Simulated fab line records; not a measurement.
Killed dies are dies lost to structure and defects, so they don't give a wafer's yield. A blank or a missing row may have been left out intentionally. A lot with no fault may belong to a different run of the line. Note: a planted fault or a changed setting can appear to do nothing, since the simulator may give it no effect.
fab line records	flow sky130
record: lots: 5	wafers: 23
route steps=708 shown VT_ADJUST_LVTN@110 VT_ADJUST_NCORE@123 VT_ADJUST_HVTR@140 VT_ADJUST_PCH@151 SONOS_TUNNEL@160 SONOS_ONO@172 RES_PROTECT@208
start_h: the number of hours between the record's first day and the start of the first shown wafer of the lot	wait_h: hours since the lot's step before	" unchanged from the row above	L1.1+2: a single row standing in for several wafers	- no value, or no start given	* or withheld: withheld	< > ~ a bound
route shown NAME@n: NAME is a module with steps in the file, n the number in the route of the first one	usual: the fault-free wafers' mean and standard deviation	same: alike in all rows	chamber/n: place in a boat	sites: readings site by site	_std_site: standard deviation of those values	_edge_site: the outer-site mean with the inner-site mean subtracted	radius_mm: how far each site lies from the wafer's centre	mask NAME#n: copy n	behind: the most recent tool/chamber to have shaped the wafer	hold: why the lot was held/for how many hours/how that ended	device: names the non-switching transistor (n, p or np)	end of line: the same wafers' tests at the end of the route	for a step that has no rows: nothing shown but its recipe	killed: count of dies lost to structure and defects at first sort (not the wafer's yield)	map: a wafer's dies, marking killed ones x, the rest . and places with no die _
set.NAME: the setting as run; set.NAME@STEP: as run at that earlier step	model.NAME: the simulator's own value behind a step, which no gauge read
lots where settings were altered on purpose, with a table for each step and a row for each wafer
== steps ==
step: SKY_VT_ADJUST_LVTN_COAT_13
recipe: resist: NOVOLAK	spin_rpm: 3000	resist_thk_nm: 1140
lot.wafer	tool	chamber	start_h	wait_h	set.resist_thk_nm	model.NOVOLAK_of_VT_ADJUST_LVTN_COAT_13.thk_nm
L077.1	litho_track-01	0	171.37	0.1	1140	1141
L077.2+3+5	"	0	"	"	1140	1143
L077.6	"	0	"	"	1140	1144
L080.2	litho_track-03	0	186.62	0.1	1140	1138
L080.4	"	0	"	"	1140	1143
L080.5	"	0	"	"	1140	1139
L082.1+3	litho_track-03	0	198.80	0.1	1140	1143
L082.4	"	0	"	"	1169	1172
L082.5	"	0	"	"	1169	1169
L082.6	"	0	"	"	1140	1145
L084.1	litho_track-04	0	216.03	0.1	1140	1138
L084.2	"	0	"	"	1140	1139
L084.3	"	0	"	"	1167	1165
L084.5	"	0	"	"	1167	1170
L084.6	"	0	"	"	1167	1168
L085.1+3	litho_track-03	0	221.70	0.1	1191	1192
L085.2	"	0	"	"	1140	1143
L085.4	"	0	"	"	1191	1190
L085.5	"	0	"	"	1140	1142
step: SKY_VT_ADJUST_LVTN_SOFTBAKE_14
recipe: temp_c: 90	time_s: 60	resist: NOVOLAK
step: SKY_VT_ADJUST_LVTN_EXPOSE_15
recipe: mask_id: HVN_STD_DERIVED	na: 0.6	source_shape: conventional	sigma_outer: 0.6	polarization: unpolarized	target_cd_nm: 600	dose_mj: 163
step: SKY_VT_ADJUST_LVTN_IMPLANT_19
recipe: species: B	energy_kev: 30	dose_cm2: 6.5e+11	tilt_deg: withheld
step: SKY_VT_ADJUST_LVTN_STRIP_20
recipe: chemistry: O2/N2	power_w: 1400	pressure_mtorr: 1500	platen_temp_c: withheld	o2_flow_sccm: 3000	n2_flow_sccm: 300	overash_fraction: 0.5
usual: strip_time_to_endpoint_s: 14.19/0.035
lot.wafer	tool	chamber	start_h	wait_h	set.resist_thk_nm@VT_ADJUST_LVTN_COAT_13	strip_time_to_endpoint_s
L077.1	plasma_asher-04	0	182.08	0.1	1140	14.19
L077.2	"	1	"	"	1140	14.22
L077.3	"	0	"	"	1140	14.22
L077.5	"	1	"	"	1140	14.21
L077.6	"	0	"	"	1140	14.22
L080.2	plasma_asher-02	1	197.78	0.1	1140	14.13
L080.4	"	1	"	"	1140	14.22
L080.5	"	0	"	"	1140	14.18
L082.1	plasma_asher-02	0	209.87	0.1	1140	14.21
L082.3	"	0	"	"	1140	14.21
L082.4	"	1	"	"	1169	14.51
L082.5	"	0	"	"	1169	14.50
L082.6	"	1	"	"	1140	14.23
L084.1	plasma_asher-02	0	227.53	0.1	1140	14.14
L084.2	"	1	"	"	1140	14.17
L084.3	"	0	"	"	1167	14.44
L084.5	"	1	"	"	1167	14.51
L084.6	"	0	"	"	1167	14.48
L085.1	plasma_asher-04	0	232.56	0.1	1191	14.72
L085.2	"	1	"	"	1140	14.22
L085.3	"	0	"	"	1191	14.76
L085.4	"	1	"	"	1191	14.72
L085.5	"	0	"	"	1140	14.20
step: SKY_VT_ADJUST_NCORE_EXPOSE_04
recipe: mask_id: LVTN_COMPLEMENT_THIN	na: 0.6	source_shape: conventional	sigma_outer: 0.6	polarization: unpolarized	target_cd_nm: 380	dose_mj: 139
lot.wafer	tool	chamber	start_h	wait_h	mask	set.dose_mj
L077.1+2	iline_stepper-01	0	-	-	LVTN_COMPLEMENT_THIN#0	144
L077.3+5+6	"	0	"	"	LVTN_COMPLEMENT_THIN#0	139
L080.2+4+5	iline_stepper-02	0	-	-	LVTN_COMPLEMENT_THIN#0	139
L082.1+3+4+5+6	iline_stepper-02	0	-	-	LVTN_COMPLEMENT_THIN#0	139
L084.1+3	iline_stepper-01	0	-	-	LVTN_COMPLEMENT_THIN#0	135.7
L084.2+5+6	"	0	"	"	LVTN_COMPLEMENT_THIN#0	139
L085.1+3	iline_stepper-02	0	-	-	LVTN_COMPLEMENT_THIN#0	139
L085.2+4+5	"	0	"	"	LVTN_COMPLEMENT_THIN#0	143.1
step: SKY_VT_ADJUST_NCORE_PEB_05
recipe: temp_c: withheld	time_s: *	resist: NOVOLAK
step: SKY_VT_ADJUST_NCORE_DEVELOP_06
recipe: resist: NOVOLAK	developer: TMAH	develop_time_s: 62.21	dev_temp_c: 23
lot.wafer	tool	chamber	start_h	wait_h	set.dose_mj@VT_ADJUST_NCORE_EXPOSE_04	model.VT_ADJUST_NCORE.cd_nm
L077.1	litho_track-02	0	203.02	0.1	144	392
L077.2	"	0	"	"	144	393.9
L077.3	"	0	"	"	139	380.2
L077.5	"	0	"	"	139	379.5
L077.6	"	0	"	"	139	383.1
L080.2	litho_track-02	0	219.19	0.1	139	378.7
L080.4	"	0	"	"	139	379.9
L080.5	"	0	"	"	139	377.7
L082.1+3	litho_track-04	0	231.43	0.1	139	384
L082.4	"	0	"	"	139	382.2
L082.5	"	0	"	"	139	384.8
L082.6	"	0	"	"	139	384.1
L084.1	litho_track-01	0	250.67	0.1	135.7	369.5
L084.2	"	0	"	"	139	377.8
L084.3	"	0	"	"	135.7	369.2
L084.5	"	0	"	"	139	378.8
L084.6	"	0	"	"	139	378.4
L085.1	litho_track-04	0	256.83	0.1	139	376.4
L085.2	"	0	"	"	143.1	386.6
L085.3	"	0	"	"	139	377.1
L085.4	"	0	"	"	143.1	389
L085.5	"	0	"	"	143.1	386.4
step: SKY_VT_ADJUST_NCORE_CD_MEAS_07
recipe: target_cd_nm: 380
usual: cd_nm: 380.0/2.4
lot.wafer	tool	chamber	start_h	wait_h	set.dose_mj@VT_ADJUST_NCORE_EXPOSE_04	cd_nm
L077.1	cd_sem-02	-	203.17	0.1	144	391.9
L077.2	"	-	"	"	144	394.0
L077.3	"	-	"	"	139	380.2
L077.5	"	-	"	"	139	379.8
L077.6	"	-	"	"	139	383.2
L080.2	cd_sem-01	-	219.34	0.1	139	378.8
L080.4	"	-	"	"	139	380.0
L080.5	"	-	"	"	139	377.3
L082.1	cd_sem-01	-	231.58	0.1	139	383.8
L082.3	"	-	"	"	139	384.1
L082.4	"	-	"	"	139	382.3
L082.5	"	-	"	"	139	385.1
L082.6	"	-	"	"	139	384.0
L084.1	cd_sem-01	-	250.82	0.1	135.7	369.1
L084.2	"	-	"	"	139	377.8
L084.3	"	-	"	"	135.7	369.2
L084.5	"	-	"	"	139	378.6
L084.6	"	-	"	"	139	378.4
L085.1	cd_sem-01	-	256.98	0.1	139	376.4
L085.2	"	-	"	"	143.1	386.9
L085.3	"	-	"	"	139	377.1
L085.4	"	-	"	"	143.1	388.8
L085.5	"	-	"	"	143.1	386.6
step: SKY_VT_ADJUST_HVTR_IMPLANT_09
recipe: species: B	energy_kev: 10	dose_cm2: 2.1e+12	tilt_deg: withheld
lot.wafer	tool	chamber	start_h	wait_h	set.dose_cm2
L077.1+2+5	implanter-04	0	225.07	0.0	2.223e+12
L077.3+6	"	0	"	"	2.1e+12
L080.2+4+5	implanter-04	0	241.81	0.0	2.1e+12
L082.1+6	implanter-04	0	256.20	0.0	2.236e+12
L082.3+4+5	"	0	"	"	2.1e+12
L084.1+2+3+5+6	implanter-03	0	274.80	0.0	2.1e+12
L085.1+2+3	implanter-02	0	281.72	0.0	2.193e+12
L085.4+5	"	0	"	"	2.1e+12
step: SKY_VT_ADJUST_HVTR_STRIP_10
recipe: chemistry: O2/N2	power_w: 1400	pressure_mtorr: 1500	platen_temp_c: withheld	o2_flow_sccm: 3000	n2_flow_sccm: 300	overash_fraction: 0.5
step: SKY_VT_ADJUST_HVTR_TW_MEAS_11
usual: VT_ADJUST_HVTR_TW: 213.1/1.2
lot.wafer	tool	chamber	start_h	wait_h	set.dose_cm2@VT_ADJUST_HVTR_IMPLANT_09	VT_ADJUST_HVTR_TW
L077.1	film_metro-04	-	225.32	0.1	2.223e+12	216.1
L077.2	"	-	"	"	2.223e+12	216.3
L077.3	"	-	"	"	2.1e+12	213.4
L077.5	"	-	"	"	2.223e+12	216.2
L077.6	"	-	"	"	2.1e+12	212.7
L080.2	film_metro-04	-	242.05	0.1	2.1e+12	213.1
L080.4	"	-	"	"	2.1e+12	213.1
L080.5	"	-	"	"	2.1e+12	213.9
L082.1	film_metro-02	-	256.45	0.1	2.236e+12	214.8
L082.3	"	-	"	"	2.1e+12	213.5
L082.4	"	-	"	"	2.1e+12	211.2
L082.5	"	-	"	"	2.1e+12	212.5
L082.6	"	-	"	"	2.236e+12	217.0
L084.1	film_metro-04	-	275.11	0.1	2.1e+12	214.4
L084.2	"	-	"	"	2.1e+12	214.9
L084.3	"	-	"	"	2.1e+12	214.6
L084.5	"	-	"	"	2.1e+12	215.2
L084.6	"	-	"	"	2.1e+12	215.9
L085.1	film_metro-04	-	281.97	0.1	2.193e+12	216.8
L085.2	"	-	"	"	2.193e+12	217.8
L085.3	"	-	"	"	2.193e+12	217.6
L085.4	"	-	"	"	2.1e+12	213.7
L085.5	"	-	"	"	2.1e+12	215.5
step: SKY_VT_ADJUST_PCH_IMPLANT_08
recipe: species: B	energy_kev: 10	dose_cm2: 5e+11	tilt_deg: withheld
lot.wafer	tool	chamber	start_h	wait_h	set.energy_kev	model.implant.drp_nm	model.implant.rp_nm
L077.1+2+3+5+6	implanter-03	0	248.71	0.0	10	17.11	33.78
L080.2+4+5	implanter-04	0	265.63	0.0	10	17.11	32.78
L082.1+3+4+5+6	implanter-03	0	281.03	0.0	10	17.11	33.83
L084.1+2+6	implanter-01	0	299.36	0.0	10.46	17.66	35.23
L084.3+5	"	0	"	"	10	17.11	33.7
L085.1+3+5	implanter-01	0	307.33	0.0	9.415	16.41	31.04
L085.2+4	"	0	"	"	10	17.11	32.61
step: SKY_SONOS_TUNNEL_DEVELOP_06
recipe: resist: NOVOLAK	developer: TMAH	develop_time_s: 60	dev_temp_c: 23
lot.wafer	tool	chamber	start_h	wait_h	set.develop_time_s
L077.1+2+3+5+6	litho_track-04	0	272.03	0.1	60
L080.2+4+5	litho_track-03	0	290.37	0.1	60
L082.1+3+5	litho_track-01	0	306.47	0.1	51.83
L082.4+6	"	0	"	"	60
L084.1+5	litho_track-04	0	325.68	0.1	51.41
L084.2+3+6	"	0	"	"	60
L085.1+4	litho_track-04	0	334.23	0.1	57.66
L085.2+3+5	"	0	"	"	60
step: SKY_SONOS_TUNNEL_CD_MEAS_07
recipe: target_cd_nm: 410
usual: cd_nm: 409.7/2.5
lot.wafer	tool	chamber	start_h	wait_h	set.develop_time_s@SONOS_TUNNEL_DEVELOP_06	cd_nm
L077.1	cd_sem-02	-	272.18	0.1	60	406.1
L077.2	"	-	"	"	60	405.2
L077.3	"	-	"	"	60	406.6
L077.5	"	-	"	"	60	404.5
L077.6	"	-	"	"	60	406.5
L080.2	cd_sem-01	-	290.52	0.1	60	411.7
L080.4	"	-	"	"	60	411.6
L080.5	"	-	"	"	60	410.1
L082.1	cd_sem-02	-	306.62	0.1	51.83	395.0
L082.3	"	-	"	"	51.83	394.2
L082.4	"	-	"	"	60	407.4
L082.5	"	-	"	"	51.83	393.3
L082.6	"	-	"	"	60	406.8
L084.1	cd_sem-02	-	325.83	0.1	51.41	394.1
L084.2	"	-	"	"	60	410.6
L084.3	"	-	"	"	60	410.2
L084.5	"	-	"	"	51.41	394.5
L084.6	"	-	"	"	60	409.5
L085.1	cd_sem-02	-	334.38	0.1	57.66	407.2
L085.2	"	-	"	"	60	413.5
L085.3	"	-	"	"	60	412.2
L085.4	"	-	"	"	57.66	408.3
L085.5	"	-	"	"	60	412.5
step: SKY_SONOS_TUNNEL_IMPLANT_09
recipe: species: B	energy_kev: 20	dose_cm2: 1e+12	tilt_deg: withheld
lot.wafer	tool	chamber	start_h	wait_h	set.dose_cm2
L077.1+5+6	implanter-02	0	272.34	0.0	1.051e+12
L077.2+3	"	0	"	"	1e+12
L080.2+4+5	implanter-03	0	290.68	0.0	1e+12
L082.1+3	implanter-03	0	306.78	0.0	1e+12
L082.4+5+6	"	0	"	"	1.027e+12
L084.1+2+3+5+6	implanter-02	0	325.99	0.0	1e+12
L085.1+5	implanter-02	0	334.54	0.0	1.064e+12
L085.2+3+4	"	0	"	"	1e+12
step: SKY_SONOS_TUNNEL_WET_ETCH_10
recipe: chemistry: dHF	target_depth_nm: 14	target: SiO2	dilution: 100:1	temp_c: 25	time_s: 280
step: SKY_SONOS_TUNNEL_STRIP_11
recipe: chemistry: SPM	time_s: 600	temp_c: 130
step: SKY_SONOS_TUNNEL_TW_MEAS_12
usual: SONOS_TUNNEL_TW: 198.8/0.95
lot.wafer	tool	chamber	start_h	wait_h	set.dose_cm2@SONOS_TUNNEL_IMPLANT_09	SONOS_TUNNEL_TW
L077.1	film_metro-02	-	272.75	0.0	1.051e+12	199.4
L077.2	"	-	"	"	1e+12	197.0
L077.3	"	-	"	"	1e+12	197.3
L077.5	"	-	"	"	1.051e+12	200.4
L077.6	"	-	"	"	1.051e+12	200.8
L080.2	film_metro-03	-	291.07	0.0	1e+12	199.5
L080.4	"	-	"	"	1e+12	199.3
L080.5	"	-	"	"	1e+12	198.0
L082.1	film_metro-03	-	307.19	0.0	1e+12	198.7
L082.3	"	-	"	"	1e+12	198.3
L082.4	"	-	"	"	1.027e+12	200.9
L082.5	"	-	"	"	1.027e+12	201.2
L082.6	"	-	"	"	1.027e+12	200.4
L084.1	film_metro-02	-	326.40	0.0	1e+12	198.5
L084.2	"	-	"	"	1e+12	197.4
L084.3	"	-	"	"	1e+12	198.2
L084.5	"	-	"	"	1e+12	197.0
L084.6	"	-	"	"	1e+12	197.8
L085.1	film_metro-04	-	334.96	0.0	1.064e+12	203.8
L085.2	"	-	"	"	1e+12	199.3
L085.3	"	-	"	"	1e+12	199.0
L085.4	"	-	"	"	1e+12	198.8
L085.5	"	-	"	"	1.064e+12	202.3
step: SKY_SONOS_ONO_CVD_04
recipe: material: SiO2	precursor: SiH4/N2O	target_thk_nm: 5.7199	temp_c: 900	pressure_mtorr: 400
lot.wafer	tool	chamber	start_h	wait_h	set.temp_c	model.SiO2_of_SONOS_ONO_CVD_04.thk_nm
L077.1	-	-	-	0.1	887.1	4.567
L077.2	"	-	"	"	887.1	4.563
L077.3	"	-	"	"	887.1	4.528
L077.5	"	-	"	"	887.1	4.553
L077.6	"	-	"	"	887.1	4.509
L080.2	lpcvd-03	0	294.98	0.0	900	5.615
L080.4	"	0	"	"	900	5.63
L080.5	"	0	"	"	900	5.725
L082.1	-	-	-	0.1	880.9	4.081
L082.3	"	-	"	"	880.9	4.178
L082.4	"	-	"	"	880.9	4.117
L082.5	"	-	"	"	880.9	4.232
L082.6	"	-	"	"	880.9	4.241
L084.1	-	-	-	0.1	900	5.61
L084.2	"	-	"	"	900	5.607
L084.3	"	-	"	"	900	5.69
L084.5	"	-	"	"	900	5.622
L084.6	"	-	"	"	900	5.618
L085.1	-	-	-	0.1	900	5.599
L085.2	"	-	"	"	900	5.535
L085.3	"	-	"	"	900	5.603
L085.4	"	-	"	"	900	5.57
L085.5	"	-	"	"	900	5.684
step: SKY_SONOS_ONO_THK_MEAS_05
recipe: reads: SiO2_of_SONOS_ONO_CVD_04
usual: SONOS_ONO_CVD_04_THK: 5.65/0.094
lot.wafer	tool	chamber	start_h	wait_h	set.temp_c@SONOS_ONO_CVD_04	SONOS_ONO_CVD_04_THK[nm]
L077.1	film_metro-02	-	-	-	887.1	4.57
L077.2	"	-	"	"	887.1	4.57
L077.3	"	-	"	"	887.1	4.53
L077.5	"	-	"	"	887.1	4.56
L077.6	"	-	"	"	887.1	4.52
L080.2	film_metro-01	-	296.24	0.0	900	5.62
L080.4	"	-	"	"	900	5.65
L080.5	"	-	"	"	900	5.72
L082.1	film_metro-03	-	-	-	880.9	4.05
L082.3	"	-	"	"	880.9	4.16
L082.4	"	-	"	"	880.9	4.16
L082.5	"	-	"	"	880.9	4.23
L082.6	"	-	"	"	880.9	4.22
L084.1	film_metro-03	-	-	-	900	5.62
L084.2	"	-	"	"	900	5.62
L084.3	"	-	"	"	900	5.70
L084.5	"	-	"	"	900	5.64
L084.6	"	-	"	"	900	5.62
L085.1	film_metro-03	-	-	-	900	5.53
L085.2	"	-	"	"	900	5.56
L085.3	"	-	"	"	900	5.55
L085.4	"	-	"	"	900	5.58
L085.5	"	-	"	"	900	5.72
step: SKY_SONOS_ONO_DEVELOP_12
recipe: develop_time_s: 60	dev_temp_c: 23
lot.wafer	tool	chamber	start_h	wait_h	set.dev_temp_c
L077.1+3+6	litho_track-04	0	304.63	0.1	23
L077.2+5	"	0	"	"	25.08
L080.2+4+5	litho_track-04	0	322.41	0.1	23
L082.1+3+4+5+6	litho_track-02	0	337.47	0.1	23
L084.1+2+3	litho_track-01	0	361.92	0.1	19.51
L084.5+6	"	0	"	"	23
L085.1+2+5	litho_track-02	0	367.27	0.1	23
L085.3+4	"	0	"	"	19.45
step: SKY_SONOS_ONO_CD_MEAS_13
recipe: target_cd_nm: 410
usual: cd_nm: 409.5/2.3
lot.wafer	tool	chamber	start_h	wait_h	set.dev_temp_c@SONOS_ONO_DEVELOP_12	cd_nm
L077.1	cd_sem-02	-	304.78	0.1	23	409.3
L077.2	"	-	"	"	25.08	415.1
L077.3	"	-	"	"	23	410.9
L077.5	"	-	"	"	25.08	417.5
L077.6	"	-	"	"	23	410.9
L080.2	cd_sem-01	-	322.55	0.1	23	407.5
L080.4	"	-	"	"	23	404.8
L080.5	"	-	"	"	23	404.6
L082.1	cd_sem-01	-	337.62	0.1	23	409.9
L082.3	"	-	"	"	23	411.2
L082.4	"	-	"	"	23	409.2
L082.5	"	-	"	"	23	411.0
L082.6	"	-	"	"	23	411.3
L084.1	cd_sem-01	-	362.07	0.1	19.51	400.9
L084.2	"	-	"	"	19.51	400.0
L084.3	"	-	"	"	19.51	400.1
L084.5	"	-	"	"	23	411.8
L084.6	"	-	"	"	23	411.0
L085.1	cd_sem-01	-	367.42	0.1	23	408.6
L085.2	"	-	"	"	23	409.4
L085.3	"	-	"	"	19.45	398.5
L085.4	"	-	"	"	19.45	401.3
L085.5	"	-	"	"	23	408.2
step: SKY_SONOS_ONO_ETCH_15
recipe: target_depth_nm: 19.52	chemistry: CHF3/O2	source_w: 600	bias_w: 200	pressure_mtorr: 40	chf3_flow_sccm: 50	O2_flow_sccm: 5	time_s: 7.8
lot.wafer	tool	chamber	start_h	wait_h	set.dev_temp_c@SONOS_ONO_DEVELOP_12	model.SONOS_ONO.cd_nm
L077.1	rie_diel-02	1	304.94	0.0	23	409.5
L077.2	"	0	"	"	25.08	415.2
L077.3+6	"	2,1	"	"	23	410.9
L077.5	"	2	"	"	25.08	417.3
L080.2	rie_diel-03	1	322.69	0.0	23	407.7
L080.4	"	1	"	"	23	404.8
L080.5	"	3	"	"	23	405.1
L082.1	rie_diel-01	3	337.77	0.0	23	409.5
L082.3	"	0	"	"	23	411.1
L082.4	"	3	"	"	23	409.1
L082.5	"	0	"	"	23	410.8
L082.6	"	2	"	"	23	410.7
L084.1	rie_diel-01	3	362.22	0.0	19.51	401
L084.2	"	0	"	"	19.51	400.1
L084.3	"	2	"	"	19.51	399.6
L084.5	"	2	"	"	23	411.7
L084.6	"	1	"	"	23	410.9
L085.1+5	rie_diel-02	1,0	367.57	0.0	23	408.2
L085.2	"	3	"	"	23	409.5
L085.3	"	2	"	"	19.45	398
L085.4	"	0	"	"	19.45	401.5
step: SKY_RES_PROTECT_COAT_02
recipe: resist: NOVOLAK	spin_rpm: 3000	resist_thk_nm: 1140
lot.wafer	tool	chamber	start_h	wait_h	set.resist_thk_nm	model.NOVOLAK_of_RES_PROTECT_COAT_02.thk_nm
L077.1	litho_track-01	0	351.87	0.1	1105	1107
L077.2	"	0	"	"	1140	1143
L077.3	"	0	"	"	1140	1145
L077.5	"	0	"	"	1140	1144
L077.6	"	0	"	"	1105	1103
L080.2	litho_track-02	0	368.39	0.1	1140	1140
L080.4+5	"	0	"	"	1140	1139
L082.1	litho_track-01	0	384.67	0.1	1140	1140
L082.3	"	0	"	"	1140	1138
L082.4	"	0	"	"	1140	1143
L082.5	"	0	"	"	1140	1141
L082.6	"	0	"	"	1140	1142
L084.1	litho_track-02	0	411.82	0.1	1140	1144
L084.2	"	0	"	"	1199	1200
L084.3	"	0	"	"	1199	1196
L084.5	"	0	"	"	1199	1197
L084.6	"	0	"	"	1140	1142
L085.1	litho_track-02	0	417.02	0.1	1140	1145
L085.2	"	0	"	"	1140	1142
L085.3	"	0	"	"	1140	1143
L085.4	"	0	"	"	1117	1122
L085.5	"	0	"	"	1117	1119
== key ==
split: step: SKY_VT_ADJUST_LVTN_COAT_13	setting: resist_thk_nm	stated: 1140	by: wafer
response: step: SKY_VT_ADJUST_LVTN_COAT_13	reading: model.NOVOLAK_of_VT_ADJUST_LVTN_COAT_13.thk_nm	change: +11.1	per: 1%	r: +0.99
response: step: SKY_VT_ADJUST_LVTN_STRIP_20	reading: strip_time_to_endpoint_s	change: *	per: 1%	r: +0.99
split: step: SKY_VT_ADJUST_NCORE_EXPOSE_04	setting: dose_mj	stated: 139	by: wafer
response: step: SKY_VT_ADJUST_NCORE_DEVELOP_06	reading: model.VT_ADJUST_NCORE.cd_nm	change: +3.51	per: 1%	r: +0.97
response: step: SKY_VT_ADJUST_NCORE_CD_MEAS_07	reading: cd_nm	change: +3.52	per: 1%	r: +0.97
split: step: SKY_VT_ADJUST_HVTR_IMPLANT_09	setting: dose_cm2	stated: 2.1e+12	by: wafer
response: step: SKY_VT_ADJUST_HVTR_TW_MEAS_11	reading: VT_ADJUST_HVTR_TW	change: +0.559	per: 1%	r: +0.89
split: step: SKY_VT_ADJUST_PCH_IMPLANT_08	setting: energy_kev	stated: 10	by: wafer
response: step: SKY_VT_ADJUST_PCH_IMPLANT_08	reading: model.implant.drp_nm	change: +0.12	per: 1%	r: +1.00
response: step: SKY_VT_ADJUST_PCH_IMPLANT_08	reading: model.implant.rp_nm	change: +0.292	per: 1%	r: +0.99
split: step: SKY_SONOS_TUNNEL_DEVELOP_06	setting: develop_time_s	stated: 60	by: wafer
response: step: SKY_SONOS_TUNNEL_CD_MEAS_07	reading: cd_nm	change: +1.04	per: 1%	r: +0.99
split: step: SKY_SONOS_TUNNEL_IMPLANT_09	setting: dose_cm2	stated: 1e+12	by: wafer
response: step: SKY_SONOS_TUNNEL_TW_MEAS_12	reading: SONOS_TUNNEL_TW	change: +0.634	per: 1%	r: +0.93
split: step: SKY_SONOS_ONO_CVD_04	setting: temp_c	stated: 900	by: lot
response: step: SKY_SONOS_ONO_CVD_04	reading: model.SiO2_of_SONOS_ONO_CVD_04.thk_nm	change: +0.702	per: 1%	r: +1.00
response: step: SKY_SONOS_ONO_THK_MEAS_05	reading: SONOS_ONO_CVD_04_THK	change: +0.705	per: 1%	r: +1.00
split: step: SKY_SONOS_ONO_DEVELOP_12	setting: dev_temp_c	stated: 23	by: wafer
response: step: SKY_SONOS_ONO_CD_MEAS_13	reading: cd_nm	change: +0.649	per: 1%	r: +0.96
response: step: SKY_SONOS_ONO_ETCH_15	reading: model.SONOS_ONO.cd_nm	change: +0.649	per: 1%	r: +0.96
split: step: SKY_RES_PROTECT_COAT_02	setting: resist_thk_nm	stated: 1140	by: wafer
response: step: SKY_RES_PROTECT_COAT_02	reading: model.NOVOLAK_of_RES_PROTECT_COAT_02.thk_nm	change: +11.1	per: 1%	r: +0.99
